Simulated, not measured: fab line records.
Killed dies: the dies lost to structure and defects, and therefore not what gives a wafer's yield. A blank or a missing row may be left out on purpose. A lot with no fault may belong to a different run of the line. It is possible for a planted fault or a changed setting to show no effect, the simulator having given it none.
Chamber matching -- flow sfq line -- 4 sister chambers for SFQ_TRILAYER_I4_CMP_CMP_100 on cmp-02
The step polishes SiO2. 4 wafers are shown with their chamber, then 9 later ones without.

## WAFERS, EACH WITH ITS CHAMBER
wafer,chamber,motor current A (A)
L575.3,1,9.9
L576.4,2,11.0
L576.3,0,11.1
L576.6,3,10.7

## WAFERS WITH NO CHAMBER GIVEN
wafer,motor current A (A)
L579.3,9.7
L579.4,11.3
L579.2,11.1
L580.2,11.1
L580.4,9.8
L580.6,10.4
L583.2,11.5
L583.3,10.5
L583.5,10.8

## WHICH CHAMBER EACH ONE RAN IN
wafer,from the rows above,in truth
L579.3,1,1
L579.4,can't be placed: 0 or 2 or 3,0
L579.2,can't be placed: 0 or 2 or 3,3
L580.2,can't be placed: 0 or 2 or 3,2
L580.4,1,1
L580.6,can't be placed: 3 or 1 or 2 or 0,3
L583.2,can't be placed: 0 or 2 or 3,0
L583.3,can't be placed: 3 or 2 or 0 or 1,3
L583.5,can't be placed: 3 or 2 or 0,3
2 of 9 placed correctly. Cannot be placed on the basis of these rows: 7; the candidates contain the true chamber in 7. Number placed wrongly: 0.
How it was worked out, from the rows above alone: a wafer's distance from a chamber is the root of the sum, over the readings, of the square of ((its reading less the chamber's mean) divided by the reading's scatter). The wafer belongs to the nearest chamber; if the next one is less than 2 further off, it can't be placed. The mean given for a chamber averages the wafers shown for that chamber. The scatter (one wafer shown for each chamber): square how far every hidden wafer sits from the nearest shown wafer, average those squares and take the square root.
